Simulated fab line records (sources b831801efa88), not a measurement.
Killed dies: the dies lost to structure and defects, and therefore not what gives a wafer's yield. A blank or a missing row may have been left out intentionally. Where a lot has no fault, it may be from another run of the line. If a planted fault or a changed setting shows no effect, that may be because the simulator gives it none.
Which tool did it?	flow gf180mcu	Sampling: 13 lots, 39 wafers, 4 of 602 route steps

WHAT EACH GAUGE READ, for each wafer
GF_V2_OVL_MEAS_15. Usual: V2_OVL typically reads 1 nm, with standard deviation 5.4.
lot	measured	on	V2_OVL (nm)	flag
L914	day 20 01:08	overlay-02	8 6 6	
L915	day 20 15:41	overlay-02	-4 -7 -3	
L916	day 20 21:07	overlay-02	0 3 8	
L917	day 21 06:31	overlay-02	-1 -8 -2	
L918	day 21 19:40	overlay-02	5 -1 9	
L919	day 22 08:59	overlay-01	6 -4 -3	
L920	day 22 19:49	overlay-02	-2 -4 -5	
L925	day 24 08:13	overlay-01	0 4 -1	
L926	day 24 15:10	overlay-01	-8 1 0	
L927	day 24 23:37	overlay-02	3 2 7	
L928	day 25 05:49	overlay-01	11 3 7	
L932	day 26 14:43	overlay-02	-4 -5 -3	
L934	day 26 23:13	overlay-01	0 2 -4	

GF_V4_THK_MEAS_25: measures by xrf. Usual: V4_W_THK typically reads 360 nm, with standard deviation 7.1.
lot	measured	on	V4_W_THK (nm)	flag
L914	day 24 04:46	filmMetro-01	366 366 364	
L915	day 24 19:22	filmMetro-01	358 356 350	
L916	day 24 23:39	filmMetro-04	355 355 360	
L917	day 25 07:15	filmMetro-01	358 365 360	
L918	day 25 19:28	filmMetro-03	356 362 364	
L919	day 26 08:28	filmMetro-04	370 373 370	
L920	day 26 19:57	filmMetro-04	369 363 373	
L925	day 28 02:51	filmMetro-03	356 357 355	
L926	day 28 08:18	filmMetro-03	357 356 355	
L927	day 28 17:28	filmMetro-01	349 350 349	
L928	day 28 21:51	filmMetro-03	359 365 356	
L932	day 30 02:40	filmMetro-03	349 350 353	
L934	day 30 11:11	filmMetro-03	357 352 359	

TOOL THAT RAN EACH LOT (tool first, then ch and the chambers of the sampled wafers, then the start)
lot	GF_SAB_STRIP_13	GF_M4_SPUTTER_00
L914	plasmaAsher-03 ch 0,1, day 15 00:39	pvdSputter-04, day 22 04:39
L915	plasmaAsher-01 ch 0,1, day 15 09:15	pvdSputter-03, day 22 19:22
L916	plasmaAsher-04 ch 0,1, day 15 17:10	pvdSputter-04, day 23 01:11
L917	plasmaAsher-01 ch 0,1, day 16 02:19	pvdSputter-01, day 23 09:29
L918	plasmaAsher-04 ch 0,1, day 16 16:04	pvdSputter-04, day 23 22:17
L919	plasmaAsher-01 ch 0,1, day 17 03:21	pvdSputter-04, day 24 10:43
L920	plasmaAsher-03 ch 0,1, day 17 14:25	pvdSputter-04, day 24 21:25
L925	plasmaAsher-04 ch 0, day 19 03:49	pvdSputter-03, day 26 08:10
L926	plasmaAsher-04 ch 0,1, day 19 10:27	pvdSputter-04, day 26 13:11
L927	plasmaAsher-04 ch 0,1, day 19 20:21	pvdSputter-01, day 26 22:04
L928	plasmaAsher-01 ch 0,1, day 20 04:13	pvdSputter-01, day 27 03:31
L932	plasmaAsher-03 ch 0,1, day 21 16:37	pvdSputter-04, day 28 10:55
L934	plasmaAsher-01 ch 0,1, day 22 04:10	pvdSputter-04, day 28 19:01
- GF_SAB_STRIP_13: strips in O2/N2.
- GF_M4_SPUTTER_00: material Ti, target thk 37.5 nm, time 150 s.

AS READ BY THE TOOLS THEMSELVES (means over the sampled wafers that have a number; for cases with no such wafer, the mark the record gives instead)
GF_SAB_STRIP_13. Usual: chamberPressureMTorr 1500.2 mTorr, standard deviation 1.3; drypumpMotorCurrentA 5.5 A, standard deviation 0.63; heaterPowerW 346 W, standard deviation 46; o2FlowSccm 3002 sccm, standard deviation 9; oesProductAu 0.710 a.u., standard deviation 0.0043; stripTimeToEndpointS 12.49 s, standard deviation 0.031.
lot	tool	chamberPressureMTorr (mTorr)	drypumpMotorCurrentA (A)	heaterPowerW (W)	o2FlowSccm (sccm)	oesProductAu (a.u.)	stripTimeToEndpointS (s)	flag
L914	plasmaAsher-03	1499.8	5.3	345	3006	0.711	12.45	
L915	plasmaAsher-01	1500.2	5.6	321	3006	0.710	12.50	
L916	plasmaAsher-04	1500.7	5.3	351	2996	0.710	12.49	
L917	plasmaAsher-01	1500.4	5.7	327	3005	0.710	12.47	
L918	plasmaAsher-04	1501.9	5.9	350	3001	0.712	12.48	
L919	plasmaAsher-01	1501.1	5.6	319	2997	0.707	12.47	
L920	plasmaAsher-03	1499.6	5.4	347	3007	0.709	12.49	
L925	plasmaAsher-04	1498.6	4.7	345	3002	0.707	12.50	
L926	plasmaAsher-04	1500.6	5.3	349	2996	0.708	12.52	
L927	plasmaAsher-04	1499.7	5.3	352	2992	0.712	12.51	
L928	plasmaAsher-01	1499.8	5.7	334	3001	0.713	12.51	
L932	plasmaAsher-03	1500.7	5.4	332	2996	0.709	12.49	
L934	plasmaAsher-01	1500.0	5.7	329	3001	0.712	12.51	

GF_M4_SPUTTER_00. Usual: chamberPressurePa 2.000 Pa, standard deviation 0.004; throttleValvePct 29.8 %, standard deviation 1.
lot	tool	chamberPressurePa (Pa)	throttleValvePct (%)	flag
L914	pvdSputter-04	2.003	29.2	
L915	pvdSputter-03	1.998	29.9	
L916	pvdSputter-04	2.000	29.3	
L917	pvdSputter-01	2.001	30.8	
L918	pvdSputter-04	1.998	29.3	
L919	pvdSputter-04	1.996	29.1	
L920	pvdSputter-04	1.999	29.5	
L925	pvdSputter-03	2.001	29.7	
L926	pvdSputter-04	1.999	29.0	
L927	pvdSputter-01	2.002	29.4	
L928	pvdSputter-01	2.002	30.3	
L932	pvdSputter-04	2.002	29.7	
L934	pvdSputter-04	2.002	29.9	

THE ANSWER, worked out from the rows above alone
Rule: lot off if the mean of its wafers having a number is beyond 3 standard deviations from the usual mean. A lot without any number at a reading at which 4 lots or more have one is off too. All remaining lots with rows at the step are treated as sound. First the gauges in route order, then the tools' own readings, where a lot's mean is used as printed above. At the first step where some lot is off, the reading lying furthest off is the one used; lots without a number count as furthest.
Across all readings shown, no lot is off: no conclusion can be drawn from this.

WHAT THE SIMULATOR HAD INSERTED
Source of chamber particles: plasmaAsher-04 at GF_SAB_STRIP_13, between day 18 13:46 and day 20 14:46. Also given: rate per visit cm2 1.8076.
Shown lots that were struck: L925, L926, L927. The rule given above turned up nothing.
